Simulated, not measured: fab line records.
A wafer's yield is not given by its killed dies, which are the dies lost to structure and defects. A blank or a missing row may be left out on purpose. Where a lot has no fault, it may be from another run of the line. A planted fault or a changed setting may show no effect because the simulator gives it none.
2 desks, one fault | flow sky130 | each desk holds nothing but its own numbers, with what lay behind them at the end

## TOOL OWNER'S DESK, pvd sputter-04
The tool's own readings at SKY_METAL5_SPUTTER_01 (material TiN, target thk 20 nm, time 16.7 s): means of the sampled wafers that have a number, for each lot that ran on this tool. A lot is out of limits, marked OUT, if its mean lies more than 4 standard deviations from the usual mean; the brackets give that distance.
Columns: A = cathode dc power W at SKY_METAL5_SPUTTER_01, usual 6500.0 W; B = throttle valve pct at SKY_METAL5_SPUTTER_01, usual 29.5 %
lot  | first seen here | A                        | B
L266 | day 45 02:58    | 6499.3                   | 29.3
L276 | day 47 13:49    | 7004.2 (+99 or more) OUT | 30.5
L275 | day 47 14:52    | 6751.4 (+99 or more) OUT | 29.1
L279 | day 48 13:01    | 6751.5 (+99 or more) OUT | 29.4
Finding of this desk: L275, L276, L279 out of limits; the first was L276 at day 47 13:49, on cathode dc power W at SKY_METAL5_SPUTTER_01. In limits: L266.

## AT THE METROLOGY DESK
What the gauges read for every lot (on any tool): the sampled wafers with a number, averaged. A lot is out of limits, marked OUT, if its mean lies more than 4 standard deviations from the usual mean; the brackets give that distance.
Columns: A = VIA4_OVL at SKY_VIA4_OVL_MEAS_11, usual 0.5 nm; B = VIA4_W_RS at SKY_VIA4_RS_MEAS_19, usual 0.2256 ohm/sq; C = VIA4_W_THK at SKY_VIA4_THK_MEAS_20, usual 520 nm
lot  | first seen here | A    | B      | C
L261 | day 43 12:31    | 2.1  | 0.2260 | 523
L263 | day 43 19:19    | 2.7  | 0.2243 | 526
L266 | day 45 01:34    | 0.4  | 0.2239 | 522
L276 | day 47 12:23    | -0.8 | 0.2247 | 520
L275 | day 47 13:23    | -0.1 | 0.2262 | 522
L279 | day 48 11:37    | 1.0  | 0.2261 | 519
L282 | day 48 21:25    | -1.2 | 0.2265 | 520
This desk's finding: nothing out of limits on any of the 7 lots.

## TAKEN TOGETHER
On L275, L276, L279, at day 47 13:49, an alarm was possible from the tool owner's desk.
Nothing out of limits was seen by the metrology desk.
The metrology desk holds a record of L275, L276, L279, inside its limits.
On pvd sputter-04, each named lot ran SKY_METAL5_SPUTTER_01.

## WHAT THE SIMULATOR HAD INSERTED
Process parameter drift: pvd sputter-04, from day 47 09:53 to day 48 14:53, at SKY_METAL5_SPUTTER_01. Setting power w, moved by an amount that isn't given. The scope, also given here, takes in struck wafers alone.
Struck lots among those shown: L275, L276, L279.
Time in hours from fault onset to the first out-of-limits reading at each desk: the tool owner's desk, 4.
